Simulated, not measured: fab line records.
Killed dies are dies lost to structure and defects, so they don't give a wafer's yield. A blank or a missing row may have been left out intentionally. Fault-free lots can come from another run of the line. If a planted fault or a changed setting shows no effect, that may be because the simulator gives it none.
fab line records	flow sky130
[record] lots = 24	wafers = 72	lastDay = 51
route steps=708 shown POLY_CUT@318 SD_P@327 RES_XHIGH@360 LI_CONTACT@375
lots that met no fault: from a run of the same line without faults
startH: hours from the record's opening day to when the first of the lot's shown wafers began	waitH: hours elapsed since this lot's preceding step	" unchanged from the row above	L1.1+2: one row covering several wafers at once	- no value, or no start was given	* or withheld: withheld	< > ~ a bound
route shown NAME@n: a module of which the file shows steps, and the number in the route of the first	usual: the fault-free wafers' mean and standard deviation	same: alike in all rows	chamber/n: place in a boat	sites: readings site by site	_std_site: standard deviation across them	_edge_site: inner sites' mean taken away from outer sites' mean	radiusMm: how far each site lies from the wafer's centre	mask NAME#n: copy n	behind: the last tool/chamber to shape the wafer	hold: what put the lot on hold/how long, in hours/how the hold closed	device: the n, p or np transistor that did not switch	end of line: tests of these same wafers at the route's end	for a step that has no rows: nothing shown but its recipe	killed: dies lost to structure and defects at the first sort, not the wafer's yield	map: dies across one wafer; x = killed, . = not, _ = none there
set.NAME: the run value of the setting; set.NAME@STEP: its run value at that earlier step	model.NAME: the simulator's own value behind a step, which no gauge read
route steps across a sampled set of lots; one table per step, one row per wafer
services: from which hour (startH, from the record's first day; less than 0 if before it) a tool's chamber was out of use, for how many hours, and why
[[steps]]
[step SKY_POLY_CUT_ETCH_11]
[recipe] target = Si3N4	chemistry = CF4/CH2F2/Ar	stopOn = poly-Si	sourceW = 600	biasW = 150	pressureMtorr = 40	cf4FlowSccm = 40	ch2f2FlowSccm = 20	Ar_flow_sccm = 150	timeS = 42.5	targetDepthA = 600
[usual] drypumpMotorCurrentA = 5.7/0.58	oesProductAu = 0.826/0.0067	throttleValvePct = 14.994/0.0084
lot.wafer	tool	chamber	startH	waitH	drypumpMotorCurrentA	oesProductAu	rfHoursCounterH	throttleValvePct
L074.1	rieDiel-03	3	601.15	0.0	6.3	0.827	15	14.992
L074.2	"	0	"	"	4.8	0.827	69	15.003
L074.3	"	2	"	"	5.8	0.826	15	14.994
L075.1	rieDiel-03	0	601.50	0.0	4.8	0.823	69	14.999
L075.3	"	2	"	"	5.9	0.836	15	14.987
L075.4	"	3	"	"	6.3	0.832	15	14.998
L076.1	rieDiel-04	3	608.00	0.0	5.5	0.831	8	14.996
L076.2	"	2	"	"	5.9	0.833	47	14.983
L076.4	"	0	"	"	5.6	0.819	17	14.984
L077.1	rieDiel-03	3	635.90	0.0	6.3	0.811	16	15.000
L077.2	"	2	"	"	5.8	0.821	15	14.989
L077.5	"	1	"	"	6.6	0.832	-	14.995
L078.4	rieDiel-04	3	637.75	0.0	5.5	0.843	9	14.991
L078.5	"	1	"	"	5.4	0.832	-	14.994
L078.6	"	2	"	"	5.9	0.839	-	14.995
L079.2	rieDiel-02	1	640.50	0.0	4.9	0.831	3	15.010
L079.3	"	0	"	"	5.3	0.821	30	14.993
L079.6	"	3	"	"	5.8	0.820	-	15.001
L080.1	rieDiel-02	1	648.00	0.0	4.9	0.831	3	14.995
L080.2	"	3	"	"	5.8	0.828	61	14.991
L080.6	"	3	"	"	5.8	0.822	-	14.996
L081.2	rieDiel-02	2	662.50	0.0	6.3	0.826	18	14.996
L081.3	"	0	"	"	5.3	0.816	30	14.996
L081.5	"	2	"	"	6.3	0.822	-	15.003
L082.1	rieDiel-02	2	668.80	0.0	6.3	0.825	18	15.000
L082.3	"	0	"	"	5.3	0.827	31	15.001
L082.6	"	1	"	"	4.9	0.828	-	14.987
L083.2	rieDiel-03	2	671.20	0.0	5.8	0.812	16	15.003
L083.4	"	0	"	"	4.8	0.819	1	14.984
L083.6	"	3	"	"	6.3	0.811	-	14.997
L084.1	rieDiel-04	3	686.90	0.0	5.5	0.823	10	15.001
L084.2	"	1	"	"	5.3	0.827	6	15.000
L084.5	"	3	"	"	5.5	0.827	-	14.986
L085.2	rieDiel-03	2	694.98	0.0	5.8	0.815	17	14.994
L085.4	"	1	"	"	6.6	0.817	52	14.986
L085.5	"	0	"	"	4.8	0.804	-	14.988
L086.2	rieDiel-03	0	701.80	0.0	4.8	0.817	1	15.001
L086.3	"	2	"	"	5.8	0.815	17	15.002
L086.6	"	3	"	"	6.3	0.820	-	14.997
L088.3	rieDiel-04	1	710.63	0.0	5.4	0.830	7	14.989
L088.4	"	3	"	"	5.5	0.826	10	14.993
L088.6	"	1	"	"	5.3	0.837	-	14.976
L087.3	rieDiel-03	2	714.13	0.0	5.9	0.826	17	14.992
L087.4	"	3	"	"	6.3	0.829	18	14.990
L087.6	"	3	"	"	6.3	0.833	-	14.994
L089.1	rieDiel-03	2	717.80	0.0	5.8	0.825	17	14.992
L089.5	"	3	"	"	6.3	0.830	-	15.004
L089.6	"	2	"	"	5.9	0.831	-	14.990
L090.1	rieDiel-02	2	727.50	0.0	6.3	0.832	20	14.987
L090.4	"	0	"	"	5.3	0.822	32	15.007
L090.5	"	2	"	"	6.3	0.816	-	14.993
L091.2	rieDiel-03	0	731.22	0.0	4.8	0.826	3	14.994
L091.3	"	3	"	"	6.3	0.825	19	14.990
L091.6	"	3	"	"	6.3	0.823	-	14.984
L092.1	rieDiel-02	1	737.40	0.0	4.9	0.834	5	14.991
L092.3	"	0	"	"	5.3	0.821	32	15.004
L092.4	"	2	"	"	6.3	0.831	20	14.996
L093.2	rieDiel-02	3	743.65	0.0	5.8	0.821	1	14.992
L093.3	"	0	"	"	5.3	0.828	32	14.992
L093.4	"	1	"	"	4.9	0.831	5	15.007
L094.1	rieDiel-02	3	752.25	0.0	5.8	0.820	1	14.990
L094.2	"	0	"	"	5.3	0.824	32	14.992
L094.6	"	3	"	"	5.8	0.826	-	15.003
L095.1	rieDiel-04	1	761.58	0.0	5.3	0.834	9	14.997
L095.2	"	3	"	"	5.5	0.823	12	14.981
L095.4	"	3	"	"	5.5	0.831	-	14.997
L096.2	rieDiel-03	0	765.65	0.0	4.8	0.830	3	14.988
L096.3	"	1	"	"	6.6	0.822	1	14.982
L096.6	"	0	"	"	4.8	0.818	-	14.993
L097.1	rieDiel-02	2	773.90	0.0	6.3	0.833	20	15.010
L097.2	"	0	"	"	5.3	0.827	33	15.011
L097.3	"	3	"	"	5.8	0.826	2	14.978
[step SKY_SD_P_CD_MEAS_07]
[recipe] targetCdNm = 380
[usual] cdNm = 379.8/2.2
lot.wafer	tool	chamber	startH	waitH	cdNm
L074.1	cdSem-01	-	630.50	0.1	381.0
L074.2	"	-	"	"	382.3
L074.3	"	-	"	"	383.3
L075.1	cdSem-02	-	630.80	0.1	377.8
L075.3	"	-	"	"	379.8
L075.4	"	-	"	"	379.3
L076.1	cdSem-02	-	637.45	0.1	381.8
L076.2	"	-	"	"	380.2
L076.4	"	-	"	"	381.0
L077.1	cdSem-02	-	665.10	0.1	377.4
L077.2	"	-	"	"	376.3
L077.5	"	-	"	"	377.4
L078.4	cdSem-02	-	666.71	0.1	378.1
L078.5	"	-	"	"	380.9
L078.6	"	-	"	"	378.9
L079.2	cdSem-01	-	669.87	0.1	376.4
L079.3	"	-	"	"	376.3
L079.6	"	-	"	"	377.4
L080.1	cdSem-02	-	676.00	0.1	379.5
L080.2	"	-	"	"	377.2
L080.6	"	-	"	"	378.6
L081.2	cdSem-01	-	692.65	0.1	378.9
L081.3	"	-	"	"	378.7
L081.5	"	-	"	"	377.8
L082.1	cdSem-02	-	697.50	0.1	378.4
L082.3	"	-	"	"	378.6
L082.6	"	-	"	"	379.9
L083.2	cdSem-02	-	699.50	0.1	380.4
L083.4	"	-	"	"	381.4
L083.6	"	-	"	"	381.4
L084.1	cdSem-02	-	714.45	0.1	379.0
L084.2	"	-	"	"	376.4
L084.5	"	-	"	"	375.8
L085.2	cdSem-01	-	722.87	0.1	383.2
L085.4	"	-	"	"	384.8
L085.5	"	-	"	"	382.0
L086.2	cdSem-02	-	729.95	0.1	379.5
L086.3	"	-	"	"	379.5
L086.6	"	-	"	"	381.8
L088.3	cdSem-01	-	738.17	0.1	377.0
L088.4	"	-	"	"	376.2
L088.6	"	-	"	"	376.4
L087.3	cdSem-02	-	742.34	0.1	378.9
L087.4	"	-	"	"	381.2
L087.6	"	-	"	"	381.7
L089.1	cdSem-01	-	745.30	0.1	381.6
L089.5	"	-	"	"	378.6
L089.6	"	-	"	"	379.1
L090.1	cdSem-02	-	755.85	0.2	382.5
L090.4	"	-	"	"	379.9
L090.5	"	-	"	"	382.5
L091.2	cdSem-01	-	758.95	0.1	380.0
L091.3	"	-	"	"	380.5
L091.6	"	-	"	"	381.8
L092.1	cdSem-02	-	764.50	0.1	379.8
L092.3	"	-	"	"	381.0
L092.4	"	-	"	"	381.3
L093.2	cdSem-01	-	770.95	0.1	382.7
L093.3	"	-	"	"	382.8
L093.4	"	-	"	"	382.5
L094.1	cdSem-01	-	778.95	0.1	383.4
L094.2	"	-	"	"	381.3
L094.6	"	-	"	"	380.8
L095.1	cdSem-02	-	788.20	0.1	377.1
L095.2	"	-	"	"	377.1
L095.4	"	-	"	"	377.3
L096.2	cdSem-01	-	792.75	0.1	381.8
L096.3	"	-	"	"	383.8
L096.6	"	-	"	"	384.3
L097.1	cdSem-01	-	800.03	0.1	378.3
L097.2	"	-	"	"	377.0
L097.3	"	-	"	"	381.6
[step SKY_SD_N_RS_MEAS_18]
[recipe] thkMeasGauge = four-point-probe
[usual] RES_XHIGH_RS = 333.3/1.2
lot.wafer	tool	chamber	startH	waitH	RES_XHIGH_RS[ohm/sq]
L074.1	filmMetro-04	-	690.61	0.1	334.7
L074.2	"	-	"	"	334.5
L074.3	"	-	"	"	334.4
L075.1	filmMetro-03	-	694.48	0.1	335.2
L075.3	"	-	"	"	333.5
L075.4	"	-	"	"	333.9
L076.1	filmMetro-01	-	696.64	0.1	332.6
L076.2	"	-	"	"	332.4
L076.4	"	-	"	"	331.0
L077.1	filmMetro-03	-	723.78	0.1	334.1
L077.2	"	-	"	"	333.9
L077.5	"	-	"	"	334.2
L078.4	filmMetro-04	-	724.67	0.1	334.0
L078.5	"	-	"	"	334.2
L078.6	"	-	"	"	334.7
L079.2	filmMetro-04	-	728.41	0.1	333.4
L079.3	"	-	"	"	334.2
L079.6	"	-	"	"	334.0
L080.1	filmMetro-03	-	732.99	0.1	333.1
L080.2	"	-	"	"	333.5
L080.6	"	-	"	"	332.4
L081.2	filmMetro-01	-	750.10	0.1	335.4
L081.3	"	-	"	"	334.5
L081.5	"	-	"	"	334.7
L082.1	filmMetro-01	-	755.31	0.1	332.2
L082.3	"	-	"	"	331.6
L082.6	"	-	"	"	331.6
L083.2	filmMetro-03	-	757.27	0.1	330.7
L083.4	"	-	"	"	331.8
L083.6	"	-	"	"	330.6
L084.1	filmMetro-01	-	771.11	0.1	335.0
L084.2	"	-	"	"	334.4
L084.5	"	-	"	"	335.3
L085.2	filmMetro-03	-	779.27	0.1	334.9
L085.4	"	-	"	"	333.6
L085.5	"	-	"	"	335.0
L086.2	filmMetro-04	-	786.73	0.1	332.6
L086.3	"	-	"	"	333.4
L086.6	"	-	"	"	332.4
L088.3	filmMetro-04	-	792.67	0.1	334.4
L088.4	"	-	"	"	333.7
L088.6	"	-	"	"	334.8
L087.3	filmMetro-03	-	797.78	0.1	333.4
L087.4	"	-	"	"	333.3
L087.6	"	-	"	"	332.9
L089.1	filmMetro-03	-	799.84	0.1	332.4
L089.5	"	-	"	"	332.5
L089.6	"	-	"	"	332.7
L090.1	filmMetro-01	-	810.58	0.1	331.5
L090.4	"	-	"	"	333.0
L090.5	"	-	"	"	332.4
L091.2	filmMetro-01	-	814.27	0.1	332.7
L091.3	"	-	"	"	332.0
L091.6	"	-	"	"	332.0
L092.1	filmMetro-04	-	819.08	0.1	332.5
L092.3	"	-	"	"	331.9
L092.4	"	-	"	"	332.4
L093.2	filmMetro-04	-	826.65	0.1	332.3
L093.3	"	-	"	"	333.3
L093.4	"	-	"	"	334.6
L094.1	filmMetro-04	-	832.56	0.1	333.7
L094.2	"	-	"	"	333.9
L094.6	"	-	"	"	334.6
L095.1	filmMetro-01	-	843.16	0.1	332.0
L095.2	"	-	"	"	332.5
L095.4	"	-	"	"	331.4
L096.2	filmMetro-03	-	847.76	0.1	333.9
L096.3	"	-	"	"	332.6
L096.6	"	-	"	"	332.9
L097.1	filmMetro-01	-	854.63	0.1	333.8
L097.2	"	-	"	"	333.1
L097.3	"	-	"	"	334.4
[step SKY_LI_CONTACT_OVL_MEAS_13]
[usual] LI_CONTACT_OVL = 4/5.1
lot.wafer	tool	chamber	startH	waitH	LI_CONTACT_OVL[nm]
L074.1	overlay-02	-	718.68	0.1	4
L074.2	"	-	"	"	0
L074.3	"	-	"	"	5
L075.1	overlay-02	-	723.30	0.1	-2
L075.3	"	-	"	"	7
L075.4	"	-	"	"	11
L076.1	overlay-02	-	725.55	0.1	8
L076.2	"	-	"	"	4
L076.4	"	-	"	"	-3
L077.1	overlay-01	-	752.84	0.1	11
L077.2	"	-	"	"	0
L077.5	"	-	"	"	9
L078.4	overlay-01	-	754.59	0.1	5
L078.5	"	-	"	"	1
L078.6	"	-	"	"	4
L079.2	overlay-02	-	757.75	0.1	-3
L079.3	"	-	"	"	8
L079.6	"	-	"	"	8
L080.1	overlay-02	-	761.03	0.1	11
L080.2	"	-	"	"	0
L080.6	"	-	"	"	-3
L081.2	overlay-01	-	778.26	0.1	5
L081.3	"	-	"	"	5
L081.5	"	-	"	"	1
L082.1	overlay-02	-	783.24	0.1	8
L082.3	"	-	"	"	8
L082.6	"	-	"	"	1
L083.2	overlay-02	-	785.81	0.1	-4
L083.4	"	-	"	"	1
L083.6	"	-	"	"	6
L084.1	overlay-01	-	798.53	0.1	12
L084.2	"	-	"	"	2
L084.5	"	-	"	"	3
L085.2	overlay-02	-	806.96	0.1	9
L085.4	"	-	"	"	9
L085.5	"	-	"	"	10
L086.2	overlay-01	-	814.21	0.1	15
L086.3	"	-	"	"	8
L086.6	"	-	"	"	18
L088.3	overlay-02	-	820.39	0.1	5
L088.4	"	-	"	"	6
L088.6	"	-	"	"	1
L087.3	overlay-01	-	825.80	0.1	2
L087.4	"	-	"	"	-3
L087.6	"	-	"	"	-2
L089.1	overlay-01	-	827.40	0.1	1
L089.5	"	-	"	"	1
L089.6	"	-	"	"	7
L090.1	overlay-01	-	838.32	0.1	7
L090.4	"	-	"	"	5
L090.5	"	-	"	"	6
L091.2	overlay-01	-	842.08	0.1	-8
L091.3	"	-	"	"	-2
L091.6	"	-	"	"	0
L092.1	overlay-02	-	846.67	0.1	-2
L092.3	"	-	"	"	2
L092.4	"	-	"	"	5
L093.2	overlay-02	-	854.13	0.1	1
L093.3	"	-	"	"	0
L093.4	"	-	"	"	3
L094.1	overlay-02	-	859.55	0.1	0
L094.2	"	-	"	"	6
L094.6	"	-	"	"	9
L095.1	overlay-01	-	871.13	0.1	5
L095.2	"	-	"	"	0
L095.4	"	-	"	"	-2
L096.2	overlay-02	-	875.78	0.1	3
L096.3	"	-	"	"	7
L096.6	"	-	"	"	-2
L097.1	overlay-01	-	881.80	0.1	0
L097.2	"	-	"	"	5
L097.3	"	-	"	"	-4
[step SKY_LI_CONTACT_ETCH_15]
[recipe] target = PSG	chemistry = C4F8/O2/Ar	stopOn = Si	taperDeg = 4.15	maskMaterial = KrF-thick	sourceW = 1500	biasW = 1200	pressureMtorr = 40	c4f8FlowSccm = withheld	O2_flow_sccm = 6	Ar_flow_sccm = 300	timeS = withheld	targetDepthA = 6000
[usual] oesProductAu = 0.836/0.0044
lot.wafer	tool	chamber	startH	waitH	oesProductAu
L074.1	rieDiel-01	2	718.75	0.0	0.838
L074.2	"	0	"	"	0.838
L074.3	"	3	"	"	0.842
L075.1	rieDiel-02	3	723.38	0.0	0.845
L075.3	"	2	"	"	0.838
L075.4	"	0	"	"	0.836
L076.1	rieDiel-01	2	725.63	0.0	0.838
L076.2	"	0	"	"	0.838
L076.4	"	3	"	"	0.835
L077.1	rieDiel-04	3	752.92	0.0	0.839
L077.2	"	2	"	"	0.834
L077.5	"	1	"	"	0.839
L078.4	rieDiel-04	0	754.65	0.0	0.835
L078.5	"	1	"	"	0.844
L078.6	"	2	"	"	0.836
L079.2	rieDiel-01	3	757.82	0.0	0.839
L079.3	"	0	"	"	0.838
L079.6	"	0	"	"	0.837
L080.1	rieDiel-02	1	761.10	0.0	0.837
L080.2	"	0	"	"	0.841
L080.6	"	3	"	"	0.833
L081.2	rieDiel-02	1	778.33	0.0	0.841
L081.3	"	0	"	"	0.840
L081.5	"	2	"	"	0.841
L082.1	rieDiel-01	3	783.32	0.0	0.833
L082.3	"	1	"	"	0.844
L082.6	"	1	"	"	0.832
L083.2	rieDiel-02	3	785.88	0.0	0.835
L083.4	"	2	"	"	0.843
L083.6	"	2	"	"	0.835
L084.1	rieDiel-04	1	798.60	0.0	0.840
L084.2	"	3	"	"	0.845
L084.5	"	1	"	"	0.842
L085.2	rieDiel-01	3	807.03	0.0	0.838
L085.4	"	1	"	"	0.836
L085.5	"	3	"	"	0.839
L086.2	rieDiel-04	2	814.28	0.0	0.842
L086.3	"	3	"	"	0.830
L086.6	"	3	"	"	0.832
L088.3	rieDiel-04	3	820.45	0.0	0.833
L088.4	"	0	"	"	0.836
L088.6	"	0	"	"	0.828
L087.3	rieDiel-02	2	825.87	0.0	0.837
L087.4	"	0	"	"	0.831
L087.6	"	2	"	"	0.835
L089.1	rieDiel-04	3	827.48	0.0	0.840
L089.5	"	0	"	"	0.843
L089.6	"	1	"	"	0.831
L090.1	rieDiel-02	1	838.40	0.0	0.845
L090.4	"	3	"	"	0.832
L090.5	"	0	"	"	0.836
L091.2	rieDiel-01	1	842.15	0.0	0.844
L091.3	"	0	"	"	0.835
L091.6	"	1	"	"	0.837
L092.1	rieDiel-04	1	846.75	0.0	0.835
L092.3	"	0	"	"	0.836
L092.4	"	0	"	"	0.835
L093.2	rieDiel-02	3	854.20	0.0	0.840
L093.3	"	0	"	"	0.827
L093.4	"	2	"	"	0.835
L094.1	rieDiel-02	0	859.63	0.0	0.836
L094.2	"	1	"	"	0.842
L094.6	"	1	"	"	0.835
L095.1	rieDiel-02	1	871.20	0.0	0.838
L095.2	"	3	"	"	0.834
L095.4	"	3	"	"	0.827
L096.2	rieDiel-04	1	875.85	0.0	0.831
L096.3	"	3	"	"	0.833
L096.6	"	1	"	"	0.840
L097.1	rieDiel-02	3	881.88	0.0	0.835
L097.2	"	2	"	"	0.832
L097.3	"	1	"	"	0.825
[step SKY_LI_CONTACT_STRIP_16]
[recipe] chemistry = O2/N2	powerW = 1400	pressureMtorr = 1500	platenTempC = withheld	o2FlowSccm = 3000	n2FlowSccm = 300	overashFraction = 0.5
[usual] drypumpMotorCurrentA = 5.9/0.68	oesProductAu = 0.376/0.0047	stripTimeToEndpointS = 3.51/0.031
lot.wafer	tool	chamber	startH	waitH	drypumpMotorCurrentA	oesProductAu	rfHoursCounterH	stripTimeToEndpointS
L074.1	plasmaAsher-02	0	718.84	-	4.8	0.380	59	3.48
L074.2	"	1	"	"	6.7	0.376	59	3.49
L074.3	"	0	"	"	4.8	0.377	-	3.49
L075.1	plasmaAsher-01	0	723.47	-	5.8	0.370	102	3.51
L075.3	"	1	"	"	6.6	0.376	-	3.51
L075.4	"	0	"	"	5.8	0.377	-	3.51
L076.1	plasmaAsher-02	1	725.72	-	6.7	0.371	60	3.43
L076.2	"	0	"	"	4.8	0.380	60	3.46
L076.4	"	1	"	"	6.7	0.371	-	3.46
L077.1	plasmaAsher-03	1	753.00	-	5.1	0.378	92	3.54
L077.2	"	0	"	"	5.8	0.378	92	3.55
L077.5	"	0	"	"	5.8	0.376	-	3.53
L078.4	plasmaAsher-01	0	754.77	-	5.8	0.374	-	3.51
L078.5	"	1	"	"	6.6	0.378	-	3.52
L078.6	"	0	"	"	5.8	0.376	-	3.56
L079.2	plasmaAsher-01	1	757.90	-	6.6	0.377	1	3.49
L079.3	"	0	"	"	5.8	0.377	-	3.48
L079.6	"	1	"	"	6.6	0.381	-	3.51
L080.1	plasmaAsher-01	1	761.19	-	6.6	0.374	2	3.46
L080.2	"	0	"	"	5.8	0.377	2	3.53
L080.6	"	1	"	"	6.6	0.387	-	3.54
L081.2	plasmaAsher-01	1	778.42	-	6.6	0.374	3	3.46
L081.3	"	1	"	"	6.6	0.370	-	3.53
L081.5	"	0	"	"	5.8	0.373	-	3.47
L082.1	plasmaAsher-01	1	783.40	-	6.6	0.371	4	3.49
L082.3	"	0	"	"	5.8	0.381	-	3.51
L082.6	"	1	"	"	6.6	0.378	-	3.49
L083.2	plasmaAsher-03	1	785.97	-	5.1	0.374	95	3.46
L083.4	"	1	"	"	5.1	0.368	-	3.49
L083.6	"	1	"	"	5.1	0.380	-	3.46
L084.1	plasmaAsher-02	0	798.69	-	4.8	0.374	66	3.48
L084.2	"	1	"	"	6.7	0.377	66	3.55
L084.5	"	1	"	"	6.7	0.380	-	3.49
L085.2	plasmaAsher-01	1	807.12	-	6.6	0.386	6	3.55
L085.4	"	0	"	"	5.8	0.379	-	3.56
L085.5	"	0	"	"	5.8	0.377	-	3.55
L086.2	plasmaAsher-01	1	814.37	-	6.7	0.375	7	3.47
L086.3	"	1	"	"	6.6	0.374	-	3.53
L086.6	"	1	"	"	6.6	0.376	-	3.54
L088.3	plasmaAsher-02	1	820.57	-	6.7	0.375	-	3.56
L088.4	"	0	"	"	4.8	0.378	-	3.52
L088.6	"	0	"	"	4.8	0.378	-	3.52
L087.3	plasmaAsher-03	1	825.99	-	5.1	0.383	-	3.55
L087.4	"	0	"	"	5.8	0.372	-	3.56
L087.6	"	0	"	"	5.8	0.374	-	3.54
L089.1	plasmaAsher-03	1	827.57	-	5.1	0.380	99	3.54
L089.5	"	0	"	"	5.7	0.372	-	3.50
L089.6	"	1	"	"	5.1	0.373	-	3.50
L090.1	plasmaAsher-03	1	838.48	-	5.1	0.377	100	3.52
L090.4	"	0	"	"	5.7	0.380	-	3.49
L090.5	"	1	"	"	5.1	0.366	-	3.54
L091.2	plasmaAsher-03	1	842.24	-	5.1	0.376	100	3.54
L091.3	"	0	"	"	5.8	0.385	-	3.50
L091.6	"	0	"	"	5.8	0.379	-	3.54
L092.1	plasmaAsher-02	1	846.83	-	6.6	0.367	71	3.48
L092.3	"	0	"	"	4.8	0.379	-	3.53
L092.4	"	1	"	"	6.7	0.376	-	3.52
L093.2	plasmaAsher-02	0	854.29	-	4.8	0.367	71	3.53
L093.3	"	1	"	"	6.6	0.381	-	3.58
L093.4	"	0	"	"	4.8	0.378	-	3.54
L094.1	plasmaAsher-02	1	859.72	-	6.7	0.364	72	3.51
L094.2	"	0	"	"	4.8	0.374	72	3.49
L094.6	"	0	"	"	4.8	0.375	-	3.51
L095.1	plasmaAsher-03	1	871.29	-	5.1	0.375	103	3.48
L095.2	"	0	"	"	5.7	0.380	103	3.51
L095.4	"	1	"	"	5.2	0.376	-	3.48
L096.2	plasmaAsher-01	1	875.93	-	6.6	0.376	13	3.46
L096.3	"	0	"	"	5.7	0.379	-	3.56
L096.6	"	0	"	"	5.8	0.378	-	3.49
L097.1	plasmaAsher-01	1	881.97	-	6.6	0.377	14	3.49
L097.2	"	0	"	"	5.8	0.374	14	3.53
L097.3	"	0	"	"	5.8	0.379	-	3.48
[[services]]
tool	chamber	startH	hours	kind
plasmaAsher-01	-	591.90	14.6	pm
rieDiel-02	-	601.10	3.6	repair
rieDiel-02	1	609.39	15.7	repair
rieDiel-04	-	613.30	2.8	pm
rieDiel-04	-	616.75	0.4	repair
rieDiel-03	1	653.15	2.4	repair
rieDiel-04	2	665.30	4.5	repair
rieDiel-04	0	670.91	25.9	repair
rieDiel-04	-	684.54	1.2	repair
rieDiel-04	2	684.81	3.0	repair
rieDiel-04	-	684.89	0.4	repair
rieDiel-02	3	692.56	5.9	repair
rieDiel-03	1	704.78	4.5	repair
rieDiel-02	0	705.22	7.1	repair
rieDiel-04	-	729.35	1.1	repair
plasmaAsher-01	-	733.81	9.0	pm
rieDiel-02	2	744.20	18.7	repair
rieDiel-02	1	757.91	1.4	repair
rieDiel-04	2	758.78	4.1	repair
rieDiel-04	0	759.21	13.5	repair
rieDiel-02	2	764.55	4.9	repair
rieDiel-03	2	800.96	9.1	repair
rieDiel-04	2	823.47	5.6	repair
rieDiel-04	2	840.09	12.1	repair
[[key]]
fault none
